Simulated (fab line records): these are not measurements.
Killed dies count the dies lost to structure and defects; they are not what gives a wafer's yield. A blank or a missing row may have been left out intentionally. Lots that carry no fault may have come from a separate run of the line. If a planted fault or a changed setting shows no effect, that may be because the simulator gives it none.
Which tool did it? | flow sfqLine | 14 lots, 42 wafers sampled, at 4 steps of a route of 325

## WHAT THE GAUGES READ, wafer by wafer
The record holds no reading of a measuring or inspecting step that can be judged against a usual standard deviation.

## TOOL THAT RAN EACH LOT (tool first, then ch and the chambers of the sampled wafers, then the start)
lot  | SFQ_TRILAYER_M0_DEP_SPUTTER_019 | SFQ_TRILAYER_I1_VIA_BARC_OPEN_VIA_ETCH_071 | SFQ_TRILAYER_I4_DEP_PECVD_099   | SFQ_TRILAYER_R5_DEP_SPUTTER_132
L776 | pvdSputter-03, day 6 03:02      | rieDiel-04 ch 1,2,3, day 11 10:41          | pecvd-02 ch 1,2, day 39 14:34   | pvdSputter-05, day 46 21:14
L777 | pvdSputter-06, day 6 13:11      | rieDiel-02 ch 0,1,3, day 12 13:27          | pecvd-04 ch 0,1,2, day 40 04:58 | pvdSputter-03, day 47 12:28
L778 | pvdSputter-03, day 6 23:40      | rieDiel-04 ch 2,3, day 18 03:20            | pecvd-04 ch 0,2, day 40 11:16   | pvdSputter-03, day 47 15:28
L779 | pvdSputter-03, day 7 08:04      | rieDiel-02 ch 2,3, day 18 05:44            | pecvd-01 ch 0,1,2, day 40 12:10 | pvdSputter-03, day 47 18:28
L780 | pvdSputter-05, day 7 17:40      | rieDiel-02 ch 0,1,3, day 29 04:57          | pecvd-02 ch 0,2, day 42 21:34   | pvdSputter-03, day 59 20:48
L782 | pvdSputter-06, day 8 17:02      | rieDiel-04 ch 1,3, day 30 13:28            | pecvd-02 ch 0,2, day 43 18:41   | pvdSputter-03, day 60 15:19
L785 | pvdSputter-06, day 9 22:26      | rieDiel-04 ch 0,2,3, day 32 17:12          | pecvd-02 ch 0,1,2, day 46 04:17 | pvdSputter-03, day 63 22:20
L788 | pvdSputter-05, day 11 12:00     | rieDiel-04 ch 0,2,3, day 34 04:52          | pecvd-02 ch 0,1,2, day 47 21:31 | pvdSputter-03, day 64 17:00
L789 | pvdSputter-06, day 11 13:12     | rieDiel-04 ch 0,1,2, day 34 23:00          | pecvd-01 ch 1,2, day 48 22:31   | pvdSputter-05, day 65 21:26
L791 | pvdSputter-03, day 11 16:48     | rieDiel-02 ch 0,2, day 35 07:16            | pecvd-04 ch 1,2, day 49 07:16   | pvdSputter-04, day 66 11:07
L794 | pvdSputter-05, day 11 20:25     | rieDiel-03 ch 0,2,3, day 35 14:28          | pecvd-02 ch 0,2, day 49 16:37   | pvdSputter-05, day 67 04:05
L795 | pvdSputter-06, day 11 21:36     | rieDiel-02 ch 0,3, day 35 16:52            | pecvd-04 ch 1,2, day 49 20:13   | pvdSputter-04, day 67 07:05
L797 | pvdSputter-05, day 12 00:08     | rieDiel-03 ch 0,1,3, day 35 20:28          | pecvd-02 ch 0,1, day 50 04:37   | pvdSputter-04, day 67 12:26
L798 | pvdSputter-06, day 12 01:12     | rieDiel-02 ch 0,2,3, day 35 21:40          | pecvd-02 ch 0,1,2, day 50 09:25 | pvdSputter-05, day 67 15:26
- SFQ_TRILAYER_M0_DEP_SPUTTER_019: material Nb, target thk 200 nm, time 133.3 s.
- SFQ_TRILAYER_I1_VIA_BARC_OPEN_VIA_ETCH_071: etches BARC in O2, target depth 125 nm, time 41.7 s.
- SFQ_TRILAYER_I4_DEP_PECVD_099: deposits SiO2 from SiH4/N2O, time 111.11 s, target thk 500 nm.
- SFQ_TRILAYER_R5_DEP_SPUTTER_132: material Ti, target thk 5 nm, time 5 s.

## WHAT THE TOOLS THEMSELVES READ (means of the sampled wafers that have a number; where no wafer has one, the mark that the record gives instead)
SFQ_TRILAYER_M0_DEP_SPUTTER_019.
lot  | tool          | basePressurePa (Pa) | throttleValvePct (%)
L776 | pvdSputter-03 | 1.30e-06            | 29.5
L777 | pvdSputter-06 | 1.36e-06            | 28.8
L778 | pvdSputter-03 | 1.36e-06            | 29.6
L779 | pvdSputter-03 | 1.39e-06            | 28.5
L780 | pvdSputter-05 | 1.31e-06            | 29.9
L782 | pvdSputter-06 | 1.35e-06            | 29.6
L785 | pvdSputter-06 | 1.37e-06            | 29.6
L788 | pvdSputter-05 | 1.36e-06            | 30.3
L789 | pvdSputter-06 | 1.26e-06            | 28.8
L791 | pvdSputter-03 | 1.36e-06            | 29.9
L794 | pvdSputter-05 | 1.44e-06            | 29.7
L795 | pvdSputter-06 | 1.34e-06            | 28.6
L797 | pvdSputter-05 | 1.24e-06            | 30.0
L798 | pvdSputter-06 | 1.33e-06            | 28.5

SFQ_TRILAYER_I1_VIA_BARC_OPEN_VIA_ETCH_071.
lot  | tool       | drypumpMotorCurrentA (A) | oesProductAu (a.u.) | runLengthS (s)
L776 | rieDiel-04 | 5.7                      | 0.686               | 70.2
L777 | rieDiel-02 | 6.0                      | 0.684               | 70.0
L778 | rieDiel-04 | 5.9                      | 0.689               | 70.5
L779 | rieDiel-02 | 5.4                      | 0.684               | 70.2
L780 | rieDiel-02 | 6.0                      | 0.685               | 70.0
L782 | rieDiel-04 | 5.6                      | 0.684               | 69.9
L785 | rieDiel-04 | 6.0                      | 0.688               | 70.3
L788 | rieDiel-04 | 6.0                      | 0.728               | 67.2
L789 | rieDiel-04 | 5.9                      | 0.736               | 66.9
L791 | rieDiel-02 | 5.3                      | 0.688               | 69.8
L794 | rieDiel-03 | 6.1                      | 0.684               | 69.9
L795 | rieDiel-02 | 5.8                      | 0.686               | 70.2
L797 | rieDiel-03 | 6.2                      | 0.688               | 70.0
L798 | rieDiel-02 | 5.5                      | 0.688               | 69.9

SFQ_TRILAYER_I4_DEP_PECVD_099.
lot  | tool     | heaterPowerW (W) | throttleValvePct (%)
L776 | pecvd-02 | 81               | 25.0
L777 | pecvd-04 | 71               | 24.6
L778 | pecvd-04 | 67               | 24.5
L779 | pecvd-01 | 90               | 23.9
L780 | pecvd-02 | 91               | 23.1
L782 | pecvd-02 | 91               | 23.2
L785 | pecvd-02 | 83               | 23.2
L788 | pecvd-02 | 87               | 23.0
L789 | pecvd-01 | 92               | 25.4
L791 | pecvd-04 | 80               | 24.9
L794 | pecvd-02 | 96               | 23.8
L795 | pecvd-04 | 79               | 25.0
L797 | pecvd-02 | 84               | 23.7
L798 | pecvd-02 | 83               | 23.6

SFQ_TRILAYER_R5_DEP_SPUTTER_132.
lot  | tool          | basePressurePa (Pa) | throttleValvePct (%)
L776 | pvdSputter-05 | 1.36e-06            | 30.0
L777 | pvdSputter-03 | 1.25e-06            | 29.6
L778 | pvdSputter-03 | 1.34e-06            | 29.3
L779 | pvdSputter-03 | 1.31e-06            | 30.1
L780 | pvdSputter-03 | 1.33e-06            | 30.4
L782 | pvdSputter-03 | 1.33e-06            | 29.5
L785 | pvdSputter-03 | 1.29e-06            | 29.8
L788 | pvdSputter-03 | 1.35e-06            | 30.0
L789 | pvdSputter-05 | 1.36e-06            | 30.0
L791 | pvdSputter-04 | 1.38e-06            | 29.6
L794 | pvdSputter-05 | 1.36e-06            | 29.6
L795 | pvdSputter-04 | 1.37e-06            | 30.0
L797 | pvdSputter-04 | 1.28e-06            | 29.4
L798 | pvdSputter-05 | 1.32e-06            | 30.3

## THE ANSWER, worked out from the rows above alone
Rule: usual is defined by the lots themselves. The widest of any qualifying gaps counts: lots, ordered by their means at a reading, are off when they make up no more than a third of the lots, leave a main group of 4 or more, and stand apart from it by 3 or more times the standard deviation of that group's means. Not used: any main group whose means are identical at the precision the tables above print for the reading. Also off: a lot with no number at a reading for which 4 or more lots have one. Where the step has rows for the other lots, those lots are counted as sound. The gauges are gone through in route order, then the tools' own readings, and for those a lot's mean is taken as printed above. The first step at which some lot is off is used, and at that step the reading that is off furthest; a lot without a number counts as furthest.
Off: L788, L789 (SFQ_TRILAYER_I1_VIA_BARC_OPEN_VIA_ETCH_071, oesProductAu). For the main group the mean is 0.686 a.u. and the standard deviation 0.0019.
If a tool, at that step or one of the process steps before it, ran each lot that is off and ran no sound lot following the first of them, it fits. One fits: SFQ_TRILAYER_I1_VIA_BARC_OPEN_VIA_ETCH_071 on rieDiel-04. Its last sound lot is L785 (day 32 17:12), its first lot that is off L788 (day 34 04:52): a fault that began between those two fits.
The tool's own readings at SFQ_TRILAYER_I1_VIA_BARC_OPEN_VIA_ETCH_071 bear it out: on the lots that are off they differ by more than 5 times the standard deviation of the sound lots' means. oesProductAu reads 0.732 a.u. there against 0.686 a.u. on the sound lots; runLengthS reads 67.1 s there against 70.1 s on the sound lots.

## WHAT HAD BEEN PUT IN BY THE SIMULATOR
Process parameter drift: rieDiel-04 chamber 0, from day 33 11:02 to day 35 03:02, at SFQ_TRILAYER_I1_VIA_BARC_OPEN_VIA_ETCH_071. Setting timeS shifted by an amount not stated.
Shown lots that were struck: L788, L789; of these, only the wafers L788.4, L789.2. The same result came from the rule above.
